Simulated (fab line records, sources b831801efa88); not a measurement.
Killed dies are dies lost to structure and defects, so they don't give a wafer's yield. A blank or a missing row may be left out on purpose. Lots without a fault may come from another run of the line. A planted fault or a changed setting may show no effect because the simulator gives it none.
fab line records | flow sky130
record lots=13 wafers=39 last_day=50
route steps=708 shown SONOS_ONO@168 METAL1@438 VIA1@478 VIA2@523
lots that met no fault: from a run of the same line without faults
start_h: hours from the record's first day to the start of the lot's first wafer shown | wait_h: hours since the lot's step before | " the same as in the row above | L1.1+2: a row that stands for several wafers | - no value, or no start given | * or withheld: withheld | < > ~ a bound
route shown NAME@n: a module of which the file shows steps, and the number in the route of the first | usual: mean/standard deviation of fault-free wafers | same: alike in all rows | chamber/n: place in a boat | sites: the reading at each site | _std_site: their standard deviation | _edge_site: outer sites' mean less inner sites' | radius_mm: how far each site lies from the wafer's centre | mask NAME#n: copy n | behind: the tool/chamber that last shaped the wafer | hold: why the lot was held/for how many hours/how that ended | device: the transistor (n, p or np) that didn't switch | end of line: the same wafers' tests at the end of the route | a step without rows: its recipe alone | killed: dies lost to structure and defects at the first sort, not the wafer's yield | map: a wafer's dies, x killed, . not, _ none there
set.NAME: the setting as run; set.NAME@STEP: as run at that earlier step | model.NAME: the simulator's own value behind a step, which no gauge read
steps of the route over a sample of lots; a table a step, a row a wafer
services: from which hour (start_h, from the record's first day; less than 0 if before it) a tool's chamber was out of use, for how many hours, and why
## steps
# step SKY_SONOS_ONO_OXIDATION_00
# recipe temp_c=800 ambient=O2 idle_temp_c=700 ramp_up_c_per_min=10 ramp_down_c_per_min=3 stabilise_s=600 purge_s=300 target_thk_a=26 ox_time_s=1249
# usual spike_tc_upper_C=800.2/1.1 zone_power_centre_pct=17.0/1.6 zone_power_top_pct=27.8/0.52 zone_power_upper_pct=14.6/1.4
# same purge_s=300
# columns lot.wafer tool chamber start_h wait_h spike_tc_upper_C zone_power_centre_pct zone_power_top_pct zone_power_upper_pct
L555.2 furnace-02 0 269.79 0.3 799.3 15.9 27.7 13.5
L555.5 " 0 " " 798.9 15.6 27.7 13.7
L555.6 " 0 " " 801.8 15.9 27.1 13.4
L554.3 furnace-02 0 272.65 0.3 802.1 15.8 27.2 13.7
L554.4 " 0 " " 799.6 16.0 27.3 13.7
L554.5 " 0 " " 800.5 15.8 27.8 13.8
L557.2 furnace-02 0 272.65 0.0 799.4 16.0 27.5 13.6
L557.3 " 0 " " 801.1 15.8 27.5 13.7
L557.5 " 0 " " 800.7 15.8 27.6 13.7
L556.2 furnace-02 0 275.17 0.8 799.9 15.9 27.0 13.4
L556.3 " 0 " " 799.5 15.8 27.2 13.5
L556.6 " 0 " " 800.1 15.6 27.5 13.7
L560.1 furnace-02 0 299.12 0.6 798.8 16.1 27.5 13.7
L560.3 " 0 " " 799.4 15.7 27.7 13.6
L560.6 " 0 " " 801.7 15.9 27.5 13.5
L561.3 furnace-01 0 307.56 1.8 801.5 19.2 28.4 16.4
L561.4 " 0 " " 798.4 19.7 28.5 16.6
L561.6 " 0 " " 801.2 19.0 27.8 16.7
L563.3 furnace-02 0 334.41 1.8 800.0 15.6 27.7 13.7
L563.4 " 0 " " 799.6 15.9 27.9 13.7
L563.6 " 0 " " 801.1 15.7 28.0 13.6
L564.2 furnace-02 0 335.76 0.7 798.5 16.0 27.3 13.6
L564.4 " 0 " " 801.8 15.8 27.5 13.5
L564.6 " 0 " " 800.2 16.0 27.7 13.6
L565.2 furnace-01 0 338.09 1.1 801.4 19.3 28.6 16.5
L565.3 " 0 " " 803.5 19.2 28.8 16.6
L565.6 " 0 " " 800.4 19.4 28.2 16.5
L567.1 furnace-02 0 363.61 0.0 835.7 10.5 20.8 24.0
L567.2 " 0 " " 834.3 10.4 21.5 23.8
L567.4 " 0 " " 835.2 10.5 21.4 24.5
L570.1 furnace-02 0 391.63 0.3 833.0 10.5 20.8 23.7
L570.3 " 0 " " 832.6 10.4 20.7 24.0
L570.5 " 0 " " 835.3 10.7 21.4 24.1
L569.2 furnace-02 0 392.98 0.1 835.2 10.5 21.3 24.1
L569.4 " 0 " " 834.1 10.6 20.8 24.1
L569.6 " 0 " " 834.3 10.5 21.2 23.9
L577.1 furnace-01 0 444.62 0.9 802.1 19.6 28.5 16.3
L577.2 " 0 " " 802.0 19.2 28.6 16.4
L577.6 " 0 " " 799.0 19.2 28.6 16.6
# step SKY_METAL1_SPUTTER_04
# recipe material=TiN target_thk_nm=70 power_w=6500 time_s=58.3 chamber_pressure_pa=0.4
# usual throttle_valve_pct=30.2/0.92
# columns lot.wafer tool chamber start_h wait_h throttle_valve_pct
L555.2 pvd_sputter-02 - 756.59 0.0 30.9
L555.5 " - " " 31.1
L555.6 " - " " 31.7
L557.2 pvd_sputter-01 - 774.15 0.0 29.3
L557.3 " - " " 29.2
L557.5 " - " " 29.2
L554.3 pvd_sputter-02 - 774.43 0.0 30.7
L554.4 " - " " 28.4
L554.5 " - " " 30.9
L556.2 pvd_sputter-04 - 775.39 0.0 31.1
L556.3 " - " " 30.1
L556.6 " - " " 30.6
L560.1 pvd_sputter-02 - 784.49 0.0 28.2
L560.3 " - " " 29.8
L560.6 " - " " 28.0
L561.3 pvd_sputter-02 - 793.23 0.0 29.8
L561.4 " - " " 29.9
L561.6 " - " " 31.6
L564.2 pvd_sputter-02 - 816.15 0.0 31.3
L564.4 " - " " 30.9
L564.6 " - " " 30.0
L563.3 pvd_sputter-04 - 818.40 0.0 30.6
L563.4 " - " " 30.3
L563.6 " - " " 30.3
L565.2 pvd_sputter-01 - 820.65 0.0 30.9
L565.3 " - " " 29.6
L565.6 " - " " 31.2
L567.1 pvd_sputter-04 - 868.59 0.0 30.1
L567.2 " - " " 30.8
L567.4 " - " " 30.8
L570.1 pvd_sputter-01 - 873.02 0.0 31.4
L570.3 " - " " 29.2
L570.5 " - " " 29.3
L569.2 pvd_sputter-01 - 875.13 0.0 31.3
L569.4 " - " " 29.3
L569.6 " - " " 29.3
L577.1 pvd_sputter-01 - 918.24 0.0 29.2
L577.2 " - " " 29.3
L577.6 " - " " 29.6
# step SKY_VIA1_SPUTTER_20
# recipe material=TiN target_thk_nm=20 chamber_pressure_pa=5 power_w=4000 time_s=80
# usual throttle_valve_pct=30.0/1.1
# columns lot.wafer tool chamber start_h wait_h throttle_valve_pct
L555.2 pvd_sputter-03 - 811.20 0.0 31.7
L555.5 " - " " 28.4
L555.6 " - " " 29.7
L557.2 pvd_sputter-03 - 829.39 0.0 30.1
L557.3 " - " " 28.7
L557.5 " - " " 31.5
L554.3 pvd_sputter-02 - 830.38 0.0 30.0
L554.4 " - " " 28.4
L554.5 " - " " 31.8
L556.2 pvd_sputter-03 - 830.54 0.0 28.8
L556.3 " - " " 31.5
L556.6 " - " " 28.8
L560.1 pvd_sputter-02 - 839.49 0.0 28.1
L560.3 " - " " 31.0
L560.6 " - " " 28.5
L561.3 pvd_sputter-02 - 848.40 0.0 28.3
L561.4 " - " " 30.8
L561.6 " - " " 31.6
L564.2 pvd_sputter-02 - 870.97 0.0 29.8
L564.4 " - " " 31.8
L564.6 " - " " 31.1
L563.3 pvd_sputter-01 - 871.90 0.0 29.3
L563.4 " - " " 29.2
L563.6 " - " " 29.0
L565.2 pvd_sputter-02 - 874.70 0.0 31.7
L565.3 " - " " 30.9
L565.6 " - " " 31.0
L567.1 pvd_sputter-02 - 922.21 0.0 28.2
L567.2 " - " " 29.8
L567.4 " - " " 31.5
L570.1 pvd_sputter-01 - 927.13 0.0 29.4
L570.3 " - " " 29.1
L570.5 " - " " 29.1
L569.2 pvd_sputter-02 - 928.43 0.0 30.7
L569.4 " - " " 29.7
L569.6 " - " " 30.8
L577.1 pvd_sputter-02 - 969.59 0.0 29.8
L577.2 " - " " 28.3
L577.6 " - " " 29.8
# step SKY_VIA2_STRIP_16
# recipe chemistry=O2/N2 power_w=1400 pressure_mtorr=1500 platen_temp_c=withheld o2_flow_sccm=3000 n2_flow_sccm=300 overash_fraction=0.5
# usual drypump_motor_current_A=5.5/0.42 o2_flow_sccm=3000/13 oes_product_au=0.399/0.0044 strip_time_to_endpoint_s=4.08/0.033
# columns lot.wafer tool chamber start_h wait_h drypump_motor_current_A o2_flow_sccm oes_product_au rf_hours_counter_h strip_time_to_endpoint_s
L555.2 plasma_asher-03 0 866.51 0.0 6.0 3000 0.394 13 4.10
L555.5 " 1 " " 5.0 3013 0.405 - 4.11
L555.6 " 0 " " 6.0 3000 0.400 - 4.09
L557.2 plasma_asher-04 0 883.53 0.0 5.6 2982 0.399 72 4.08
L557.3 " 0 " " 5.7 2994 0.401 - 4.12
L557.5 " 0 " " 5.7 2980 0.407 - 4.10
L554.3 plasma_asher-02 1 884.40 0.1 5.4 2996 0.399 - 4.07
L554.4 " 0 " " 6.0 2997 0.395 - 4.06
L554.5 " 0 " " 6.0 2993 0.398 - 4.08
L556.2 plasma_asher-02 0 884.71 0.0 6.0 3004 0.397 106 4.04
L556.3 " 1 " " 5.4 3014 0.401 - 4.04
L556.6 " 0 " " 6.0 3017 0.400 - 4.11
L560.1 plasma_asher-03 1 894.21 0.0 5.0 2996 0.405 14 4.04
L560.3 " 1 " " 5.0 2995 0.402 - 4.09
L560.6 " 1 " " 4.9 3007 0.405 - 4.06
L561.3 plasma_asher-02 0 901.65 0.1 6.0 3008 0.395 - 4.01
L561.4 " 1 " " 5.4 3004 0.407 - 4.10
L561.6 " 1 " " 5.4 2997 0.397 - 4.06
L564.2 plasma_asher-02 1 924.12 0.0 5.4 2992 0.403 110 4.06
L564.4 " 0 " " 6.0 2992 0.402 - 4.10
L564.6 " 1 " " 5.4 2984 0.394 - 4.09
L563.3 plasma_asher-03 0 925.01 0.1 6.0 2979 0.395 - 4.08
L563.4 " 1 " " 4.9 2992 0.392 - 4.02
L563.6 " 0 " " 6.0 2988 0.401 - 4.02
L565.2 plasma_asher-02 1 927.56 0.0 5.4 2998 0.402 110 4.09
L565.3 " 0 " " 6.0 2995 0.399 - 4.09
L565.6 " 1 " " 5.4 2994 0.392 - 4.07
L567.1 plasma_asher-02 0 972.97 0.0 6.0 2987 0.393 115 4.10
L567.2 " 1 " " 5.4 2992 0.398 115 4.09
L567.4 " 1 " " 5.5 3005 0.400 - 4.07
L570.1 plasma_asher-03 0 978.32 0.0 6.0 2996 0.399 22 4.09
L570.3 " 1 " " 4.9 3000 0.396 - 4.04
L570.5 " 1 " " 5.0 3007 0.389 - 4.04
L569.2 plasma_asher-02 0 979.92 0.0 6.0 2993 0.406 115 4.11
L569.4 " 0 " " 6.0 2992 0.401 - 4.06
L569.6 " 0 " " 6.0 3000 0.396 - 4.09
L577.1 plasma_asher-03 1 1019.18 0.0 5.0 2997 0.397 26 4.16
L577.2 " 0 " " 6.0 2993 0.398 26 4.09
L577.6 " 0 " " 6.0 2999 0.394 - 4.09
## services
# columns tool chamber start_h hours kind
furnace-02 - 259.57 3.3 pm
furnace-02 - 375.52 3.0 pm
plasma_asher-02 - 400.19 0.5 repair
pvd_sputter-02 - 420.71 11.9 repair
plasma_asher-03 - 455.57 0.7 repair
pvd_sputter-02 - 458.11 3.8 repair
furnace-02 - 493.29 3.0 pm
furnace-02 - 541.57 2.8 pm
plasma_asher-03 - 568.71 1.1 repair
plasma_asher-03 - 570.49 1.9 repair
furnace-02 - 662.38 3.0 pm
plasma_asher-02 - 696.93 8.1 repair
pvd_sputter-01 - 756.08 4.4 repair
pvd_sputter-01 - 807.35 2.4 repair
plasma_asher-02 - 815.24 0.8 repair
furnace-02 - 823.57 3.1 pm
furnace-02 - 829.29 3.4 pm
plasma_asher-02 - 829.63 14.6 pm
furnace-02 - 837.43 12.5 pm
pvd_sputter-01 - 839.79 1.1 repair
pvd_sputter-02 - 908.84 7.0 repair
pvd_sputter-01 - 912.62 1.7 repair
pvd_sputter-01 - 921.11 1.2 repair
plasma_asher-02 - 981.88 1.0 repair
## key
first_sign step=SKY_SONOS_ONO_OXIDATION_00 reading=spike_tc_upper_C direction=up sigmas=32 usual=800.2 struck=834.4
effect step=SKY_SONOS_ONO_OXIDATION_00 reading=zone_power_top_pct direction=down sigmas=13 usual=27.8 struck=21.1
met_at SKY_SONOS_ONO_OXIDATION_00
struck_lots L567,L569,L570
tester_left_out L567,L569,L570
not_acting_at SKY_METAL1_SPUTTER_04,SKY_VIA1_SPUTTER_20,SKY_VIA2_STRIP_16
onset_between 335.76 363.61
fault kind=process_parameter_drift tool=furnace-02 chamber=- onset_h=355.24 steps=SKY_SONOS_ONO_OXIDATION_00 channel=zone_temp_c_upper offset=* shape=step end_h=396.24
# tester_left_out: of these lots the tester's yield and bins aren't shown, on N5 and GAA mostly nor the transistor test; their killed dies are dies lost to structure and defects alone, not to doping, threshold or leakage, so they don't give the yield
